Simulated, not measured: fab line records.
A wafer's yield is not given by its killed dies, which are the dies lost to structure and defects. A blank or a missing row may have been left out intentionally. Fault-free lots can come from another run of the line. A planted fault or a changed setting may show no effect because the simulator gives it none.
Problem report in the 8D (eight disciplines) form, filled by code	flow gf180mcu	the parts of the form that need people (team, actions taken, sign-off) are left out

1. WHAT IS WRONG
Mean of oesProductAu at GF_STI_ETCH_13: 0.782 a.u. over 2 wafers from 1 lot, against 0.831 a.u. (standard deviation 0.0062) on wafers with no fault. That puts it -7.9 standard deviations away from the usual mean.
The step: etches the open film in CHF3/O2, stops on Si, target depth 282.31 nm, time 112.9 s.
Seen first at day 4 01:08 on rieDiel-02, wafer L486.5. Wafers with a number at this step in the record: 39, from 13 lots. Rule for "out", or "out of limits": more than 4 standard deviations from the usual mean. All remaining wafers that have a number are taken as sound.

2. WHAT IT IS, AND WHAT IT ISN'T
question	is	is not
which readings at this step	oesProductAu	drypumpMotorCurrentA, throttleValvePct
which lots	L486	L477, L478, L481, L485, L489, L491, L492, L494, L496, L498, L499, L500
which wafers of those lots	L486.5, L486.6	L486.4
read on which tools	rieDiel-02	rieDiel-01, rieDiel-03
when	from day 4 01:08	up to then (13 sound wafers); but 24 sound wafers of L489, L491, L492, L494, L496, L498, L499, L500 came after

3. SUSPECTS, AND WHAT RULES EACH OUT
Counting: if a tool at a process step up to the reading ran every lot that is out, it stays a suspect. Sound lots after the first of them don't rule it out here, since some wafers of a struck lot are sound.
- rieDiel-02 at GF_STI_ETCH_13 (etches the open film in CHF3/O2, stops on Si, target depth 282.31 nm, time 112.9 s): kept. It ran the lot that is out, L486 (day 4 01:08). Out on those wafers are its own readings of oesProductAu.
- Within rieDiel-02 at GF_STI_ETCH_13: the wafers that are out ran in chambers 0, 1; their sound lot-mates ran in chamber 3.
The count leaves rieDiel-02 at GF_STI_ETCH_13.

4. THE CAUSE (what the simulator had put in)
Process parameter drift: rieDiel-02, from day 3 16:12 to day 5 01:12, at GF_STI_ETCH_13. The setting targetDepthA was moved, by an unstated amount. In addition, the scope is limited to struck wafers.
Counting left only this tool.

5. THE CHAIN OF EFFECTS, in route order
Each row: a reading whose mean over the struck wafers that have a number lies more than 3 standard deviations from the usual. Only readings whose record carries a usual standard deviation are examined. hours: median over the lots of the time between each lot's start at the first step of this table that gives one and its start at this step. sigmas: the change, counted in usual standard deviations.
hours	step	reading	usual	on struck wafers	change	sigmas
0	GF_STI_ETCH_13	oesProductAu	0.831 a.u.	0.782	-0.049	-7.9
0	GF_STI_STRIP_15	stripTimeToEndpointS	3.71 s	3.34	-0.37	-8.3
The process steps in it:
- GF_STI_ETCH_13: etches the open film in CHF3/O2, stops on Si, target depth 282.31 nm, time 112.9 s.
- GF_STI_STRIP_15: strips in O2/N2.
At these later measuring or inspecting steps, every struck wafer for which the step has a row has a number for every such reading, and none has moved that far: GF_DNWELL_TW_MEAS_09, GF_MVPSD_OVL_MEAS_07, GF_HV_LDD_CD_MEAS_07.

6. HOW IT WOULD HAVE BEEN CAUGHT EARLIER
In this record no reading fell out of limits until day 4 01:08, 9 hours after the fault had begun at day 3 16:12.
